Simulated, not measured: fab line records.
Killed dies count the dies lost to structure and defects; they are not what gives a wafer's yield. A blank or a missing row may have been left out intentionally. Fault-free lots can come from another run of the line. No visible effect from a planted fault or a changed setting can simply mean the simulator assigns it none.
Which of the tools did it? / flow gf180mcu / 7 lots (21 wafers sampled), 1 step of a 602-step route

WHAT EACH GAUGE READ, for each wafer
GF_CONTACT_OVL_MEAS_15.
lot=L731; measured=day 16 09:26; on=overlay-01; CONTACT_OVL (nm)=5 -3 -6
lot=L734; measured=day 17 15:52; on=overlay-02; CONTACT_OVL (nm)=1 3 7
lot=L736; measured=day 18 14:58; on=overlay-01; CONTACT_OVL (nm)=-3 -6 -2
lot=L739; measured=day 19 12:28; on=overlay-01; CONTACT_OVL (nm)=4 -1 -3
lot=L744; measured=day 21 06:10; on=overlay-01; CONTACT_OVL (nm)=5 -3 -3
lot=L746; measured=day 21 20:01; on=overlay-01; CONTACT_OVL (nm)=-6 -11 -3
lot=L751; measured=day 23 12:01; on=overlay-02; CONTACT_OVL (nm)=4 4 8

WHAT TOOL EACH LOT RAN ON (gives the tool, then ch and the chambers of the sampled wafers, and finally the start)
The record shows no process step preceding these readings.

THE ANSWER, worked out from the rows above alone
Rule: usual is defined by the lots themselves. The widest of any qualifying gaps counts: lots, ordered by their means at a reading, are off when they make up no more than a third of the lots, leave a main group of 4 or more, and stand apart from it by 3 or more times the standard deviation of that group's means. Not used: any main group whose means are identical at the precision the tables above print for the reading. Also off: a lot with no number at a reading for which 4 or more lots have one. Where the step has rows for the other lots, those lots are counted as sound.
Across all readings shown, no lot is off: no conclusion can be drawn from this.

WHAT THE SIMULATOR PUT IN
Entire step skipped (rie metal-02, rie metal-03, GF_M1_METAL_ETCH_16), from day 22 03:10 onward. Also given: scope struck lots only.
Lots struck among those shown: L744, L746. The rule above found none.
